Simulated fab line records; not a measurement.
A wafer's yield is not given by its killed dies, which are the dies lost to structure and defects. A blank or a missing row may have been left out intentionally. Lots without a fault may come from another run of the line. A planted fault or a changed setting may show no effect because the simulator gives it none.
Which of the tools did it? :: flow sky130 :: 14 lots, 42 wafers sampled, at 2 steps of a route of 708

## WHAT EACH GAUGE READ, for each wafer
The record lacks any reading of a measuring or inspecting step that a usual standard deviation could be used to judge.

## WHAT TOOL EACH LOT RAN ON (gives the tool, then ch and the chambers of the sampled wafers, and finally the start)
lot: L740
SKY_METAL2_STRIP_20: plasma-asher-01 ch 0,1, day 35 07:08
SKY_PAD_OPEN_PROBE_99: prober-02, day 45 22:29

lot: L741
SKY_METAL2_STRIP_20: plasma-asher-04 ch 0,1, day 35 13:38
SKY_PAD_OPEN_PROBE_99: prober-02, day 46 04:07

lot: L742
SKY_METAL2_STRIP_20: plasma-asher-04 ch 0,1, day 35 14:35
SKY_PAD_OPEN_PROBE_99: prober-01, day 46 03:49

lot: L745
SKY_METAL2_STRIP_20: plasma-asher-01 ch 0,1, day 37 11:56
SKY_PAD_OPEN_PROBE_99: prober-02, day 47 11:53

lot: L746
SKY_METAL2_STRIP_20: plasma-asher-02 ch 0,1, day 37 14:41
SKY_PAD_OPEN_PROBE_99: prober-01, day 47 15:27

lot: L747
SKY_METAL2_STRIP_20: plasma-asher-02 ch 0,1, day 37 19:12
SKY_PAD_OPEN_PROBE_99: prober-01, day 47 18:12

lot: L748
SKY_METAL2_STRIP_20: plasma-asher-02 ch 0,1, day 38 00:14
SKY_PAD_OPEN_PROBE_99: prober-02, day 47 22:47

lot: L749
SKY_METAL2_STRIP_20: plasma-asher-01 ch 0,1, day 38 07:53
SKY_PAD_OPEN_PROBE_99: prober-01, day 48 05:25

lot: L750
SKY_METAL2_STRIP_20: plasma-asher-04 ch 0,1, day 38 11:48
SKY_PAD_OPEN_PROBE_99: prober-02, day 48 06:25

lot: L752
SKY_METAL2_STRIP_20: plasma-asher-02 ch 0,1, day 39 02:33
SKY_PAD_OPEN_PROBE_99: prober-02, day 48 19:38

lot: L757
SKY_METAL2_STRIP_20: plasma-asher-04 ch 0,1, day 40 10:18
SKY_PAD_OPEN_PROBE_99: prober-01, day 49 17:42

lot: L759
SKY_METAL2_STRIP_20: plasma-asher-01 ch 0,1, day 41 04:17
SKY_PAD_OPEN_PROBE_99: prober-01, day 50 06:17

lot: L761
SKY_METAL2_STRIP_20: plasma-asher-02 ch 0,1, day 41 15:08
SKY_PAD_OPEN_PROBE_99: prober-01, day 50 14:06

lot: L762
SKY_METAL2_STRIP_20: plasma-asher-04 ch 0,1, day 42 00:06
SKY_PAD_OPEN_PROBE_99: prober-02, day 50 20:28
- SKY_METAL2_STRIP_20: strips in O2/N2.
- SKY_PAD_OPEN_PROBE_99

## WHAT THE TOOLS THEMSELVES READ (means of the sampled wafers that have a number; where no wafer has one, the mark that the record gives instead)
SKY_METAL2_STRIP_20. Usual: drypump-motor-current-A 5.7 A, standard deviation 0.51; o2-flow-sccm 3001 sccm, standard deviation 7.5; oes-product-au 0.342 a.u., standard deviation 0.0049; strip-time-to-endpoint-s 2.70 s, standard deviation 0.033.
lot: L740
tool: plasma-asher-01
drypump-motor-current-A (A): 6.0
o2-flow-sccm (sccm): 2998
oes-product-au (a.u.): 0.342
strip-time-to-endpoint-s (s): 2.71
flag: 

lot: L741
tool: plasma-asher-04
drypump-motor-current-A (A): 5.9
o2-flow-sccm (sccm): 2999
oes-product-au (a.u.): 0.351
strip-time-to-endpoint-s (s): 2.69
flag: 

lot: L742
tool: plasma-asher-04
drypump-motor-current-A (A): 5.6
o2-flow-sccm (sccm): 2995
oes-product-au (a.u.): 0.340
strip-time-to-endpoint-s (s): 2.69
flag: 

lot: L745
tool: plasma-asher-01
drypump-motor-current-A (A): 6.0
o2-flow-sccm (sccm): 3007
oes-product-au (a.u.): 0.346
strip-time-to-endpoint-s (s): 2.74
flag: 

lot: L746
tool: plasma-asher-02
drypump-motor-current-A (A): 5.5
o2-flow-sccm (sccm): 3002
oes-product-au (a.u.): 0.349
strip-time-to-endpoint-s (s): 2.72
flag: 

lot: L747
tool: plasma-asher-02
drypump-motor-current-A (A): 5.3
o2-flow-sccm (sccm): 3002
oes-product-au (a.u.): 0.339
strip-time-to-endpoint-s (s): 2.72
flag: 

lot: L748
tool: plasma-asher-02
drypump-motor-current-A (A): 5.3
o2-flow-sccm (sccm): 3007
oes-product-au (a.u.): 0.342
strip-time-to-endpoint-s (s): 2.72
flag: 

lot: L749
tool: plasma-asher-01
drypump-motor-current-A (A): 6.2
o2-flow-sccm (sccm): 3005
oes-product-au (a.u.): 0.341
strip-time-to-endpoint-s (s): 2.71
flag: 

lot: L750
tool: plasma-asher-04
drypump-motor-current-A (A): 5.6
o2-flow-sccm (sccm): 3005
oes-product-au (a.u.): 0.343
strip-time-to-endpoint-s (s): 2.71
flag: 

lot: L752
tool: plasma-asher-02
drypump-motor-current-A (A): 5.4
o2-flow-sccm (sccm): 2999
oes-product-au (a.u.): 0.342
strip-time-to-endpoint-s (s): 2.67
flag: 

lot: L757
tool: plasma-asher-04
drypump-motor-current-A (A): 5.9
o2-flow-sccm (sccm): 2995
oes-product-au (a.u.): 0.345
strip-time-to-endpoint-s (s): 2.70
flag: 

lot: L759
tool: plasma-asher-01
drypump-motor-current-A (A): 6.0
o2-flow-sccm (sccm): 3001
oes-product-au (a.u.): 0.346
strip-time-to-endpoint-s (s): 2.70
flag: 

lot: L761
tool: plasma-asher-02
drypump-motor-current-A (A): 5.4
o2-flow-sccm (sccm): 3006
oes-product-au (a.u.): 0.345
strip-time-to-endpoint-s (s): 2.72
flag: 

lot: L762
tool: plasma-asher-04
drypump-motor-current-A (A): 5.9
o2-flow-sccm (sccm): 3008
oes-product-au (a.u.): 0.340
strip-time-to-endpoint-s (s): 2.73
flag: 

SKY_PAD_OPEN_PROBE_99. Usual: defect-limited-yield 82.5 %, standard deviation 1.9; killed_at_M0_to_M3 44, standard deviation 6.4; killed_at_M4_up 3.4, standard deviation 2.1; killed-at-contacts 23, standard deviation 5; killed-at-front-end 15, standard deviation 4.5; killed-at-other 0.3, standard deviation 0.54; killed-dies 86, standard deviation 9.5; killed-on-rim 17, standard deviation 3.9; killed-open 48, standard deviation 6.9; killed-short 38, standard deviation 5.9; sort_bin_3_pad_short 0.8 %, standard deviation 0.44; sort_bin_5_function 10.5 %, standard deviation 1.6; sort_bin_6_memory 6.1 %, standard deviation 1.1; sort-n-pass 406, standard deviation 9.5; sort-yield-pct 82.5 %, standard deviation 1.9.
lot: L740
tool: prober-02
defect-limited-yield (%): 82.1
killed_at_M0_to_M3: 44
killed_at_M4_up: 5.0
killed-at-contacts: 24
killed-at-front-end: 15
killed-at-other: 0.3
killed-dies: 88
killed-on-rim: 20
killed-open: 46
killed-short: 42
sort_bin_3_pad_short (%): 0.9
sort_bin_5_function (%): 10.6
sort_bin_6_memory (%): 6.4
sort-n-pass: 404
sort-yield-pct (%): 82.1
flag: 

lot: L741
tool: prober-02
defect-limited-yield (%): 82.2
killed_at_M0_to_M3: 43
killed_at_M4_up: 4.0
killed-at-contacts: 26
killed-at-front-end: 15
killed-at-other: 0.3
killed-dies: 88
killed-on-rim: 18
killed-open: 46
killed-short: 41
sort_bin_3_pad_short (%): 0.7
sort_bin_5_function (%): 10.9
sort_bin_6_memory (%): 6.2
sort-n-pass: 404
sort-yield-pct (%): 82.2
flag: 

lot: L742
tool: prober-01
defect-limited-yield (%): 84.9
killed_at_M0_to_M3: 41
killed_at_M4_up: 2.0
killed-at-contacts: 19
killed-at-front-end: 12
killed-at-other: 0.0
killed-dies: 74
killed-on-rim: 14
killed-open: 40
killed-short: 33
sort_bin_3_pad_short (%): 0.8
sort_bin_5_function (%): 9.3
sort_bin_6_memory (%): 5.0
sort-n-pass: 418
sort-yield-pct (%): 84.9
flag: 

lot: L745
tool: prober-02
defect-limited-yield (%): 80.5
killed_at_M0_to_M3: 52
killed_at_M4_up: 4.0
killed-at-contacts: 23
killed-at-front-end: 16
killed-at-other: 0.7
killed-dies: 96
killed-on-rim: 19
killed-open: 47
killed-short: 49
sort_bin_3_pad_short (%): 1.1
sort_bin_5_function (%): 11.9
sort_bin_6_memory (%): 6.6
sort-n-pass: 396
sort-yield-pct (%): 80.5
flag: 

lot: L746
tool: prober-01
defect-limited-yield (%): 83.2
killed_at_M0_to_M3: 40
killed_at_M4_up: 3.3
killed-at-contacts: 25
killed-at-front-end: 14
killed-at-other: 0.3
killed-dies: 83
killed-on-rim: 15
killed-open: 46
killed-short: 36
sort_bin_3_pad_short (%): 0.8
sort_bin_5_function (%): 10.5
sort_bin_6_memory (%): 5.5
sort-n-pass: 409
sort-yield-pct (%): 83.2
flag: 

lot: L747
tool: prober-01
defect-limited-yield (%): 83.2
killed_at_M0_to_M3: 45
killed_at_M4_up: 2.0
killed-at-contacts: 24
killed-at-front-end: 12
killed-at-other: 0.3
killed-dies: 83
killed-on-rim: 15
killed-open: 42
killed-short: 41
sort_bin_3_pad_short (%): 1.5
sort_bin_5_function (%): 9.9
sort_bin_6_memory (%): 5.4
sort-n-pass: 409
sort-yield-pct (%): 83.2
flag: 

lot: L748
tool: prober-02
defect-limited-yield (%): 83.9
killed_at_M0_to_M3: 38
killed_at_M4_up: 1.3
killed-at-contacts: 26
killed-at-front-end: 14
killed-at-other: 0.0
killed-dies: 79
killed-on-rim: 18
killed-open: 46
killed-short: 34
sort_bin_3_pad_short (%): 1.0
sort_bin_5_function (%): 8.7
sort_bin_6_memory (%): 6.4
sort-n-pass: 413
sort-yield-pct (%): 83.9
flag: 

lot: L749
tool: prober-01
defect-limited-yield (%): 80.5
killed_at_M0_to_M3: 48
killed_at_M4_up: 6.0
killed-at-contacts: 21
killed-at-front-end: 21
killed-at-other: 0.3
killed-dies: 96
killed-on-rim: 21
killed-open: 52
killed-short: 42
sort_bin_3_pad_short (%): 0.9
sort_bin_5_function (%): 11.7
sort_bin_6_memory (%): 6.8
sort-n-pass: 396
sort-yield-pct (%): 80.5
flag: 

lot: L750
tool: prober-02
defect-limited-yield (%): 84.2
killed_at_M0_to_M3: 42
killed_at_M4_up: 6.0
killed-at-contacts: 17
killed-at-front-end: 13
killed-at-other: 0.0
killed-dies: 78
killed-on-rim: 16
killed-open: 44
killed-short: 33
sort_bin_3_pad_short (%): 0.7
sort_bin_5_function (%): 9.3
sort_bin_6_memory (%): 5.8
sort-n-pass: 414
sort-yield-pct (%): 84.2
flag: 

lot: L752
tool: prober-02
defect-limited-yield (%): 80.7
killed_at_M0_to_M3: 49
killed_at_M4_up: 5.0
killed-at-contacts: 25
killed-at-front-end: 16
killed-at-other: 0.0
killed-dies: 95
killed-on-rim: 20
killed-open: 57
killed-short: 37
sort_bin_3_pad_short (%): 1.3
sort_bin_5_function (%): 12.1
sort_bin_6_memory (%): 6.0
sort-n-pass: 397
sort-yield-pct (%): 80.7
flag: 

lot: L757
tool: prober-01
defect-limited-yield (%): 82.1
killed_at_M0_to_M3: 44
killed_at_M4_up: 4.3
killed-at-contacts: 24
killed-at-front-end: 16
killed-at-other: 0.3
killed-dies: 88
killed-on-rim: 19
killed-open: 50
killed-short: 38
sort_bin_3_pad_short (%): 0.7
sort_bin_5_function (%): 11.2
sort_bin_6_memory (%): 6.1
sort-n-pass: 404
sort-yield-pct (%): 82.1
flag: 

lot: L759
tool: prober-01
defect-limited-yield (%): 82.2
killed_at_M0_to_M3: 39
killed_at_M4_up: 3.7
killed-at-contacts: 29
killed-at-front-end: 15
killed-at-other: 0.3
killed-dies: 87
killed-on-rim: 13
killed-open: 51
killed-short: 37
sort_bin_3_pad_short (%): 1.2
sort_bin_5_function (%): 10.3
sort_bin_6_memory (%): 6.2
sort-n-pass: 405
sort-yield-pct (%): 82.2
flag: 

lot: L761
tool: prober-01
defect-limited-yield (%): 83.6
killed_at_M0_to_M3: 41
killed_at_M4_up: 2.3
killed-at-contacts: 20
killed-at-front-end: 16
killed-at-other: 0.3
killed-dies: 81
killed-on-rim: 15
killed-open: 45
killed-short: 35
sort_bin_3_pad_short (%): 0.6
sort_bin_5_function (%): 10.7
sort_bin_6_memory (%): 5.1
sort-n-pass: 411
sort-yield-pct (%): 83.6
flag: 

lot: L762
tool: prober-02
defect-limited-yield (%): 83.0
killed_at_M0_to_M3: 43
killed_at_M4_up: 3.7
killed-at-contacts: 21
killed-at-front-end: 15
killed-at-other: 0.0
killed-dies: 83
killed-on-rim: 19
killed-open: 47
killed-short: 36
sort_bin_3_pad_short (%): 0.7
sort_bin_5_function (%): 10.5
sort_bin_6_memory (%): 5.8
sort-n-pass: 409
sort-yield-pct (%): 83.0
flag: 

## THE ANSWER, worked out from the rows above alone
Rule: a lot is off if the mean of its wafers that have a number lies more than 3 standard deviations from the usual mean. Also off: a lot with no number at a reading for which 4 or more lots have one. Where the step has rows for the other lots, those lots are counted as sound. After the gauges, taken in route order, come the tools' own readings; for these a lot's mean is taken, as printed above. The first step at which some lot is off is used, and at that step the reading that is off furthest; a lot without a number counts as furthest.
Across all readings shown, no lot is off: no conclusion can be drawn from this.

## WHAT THE SIMULATOR HAD INSERTED
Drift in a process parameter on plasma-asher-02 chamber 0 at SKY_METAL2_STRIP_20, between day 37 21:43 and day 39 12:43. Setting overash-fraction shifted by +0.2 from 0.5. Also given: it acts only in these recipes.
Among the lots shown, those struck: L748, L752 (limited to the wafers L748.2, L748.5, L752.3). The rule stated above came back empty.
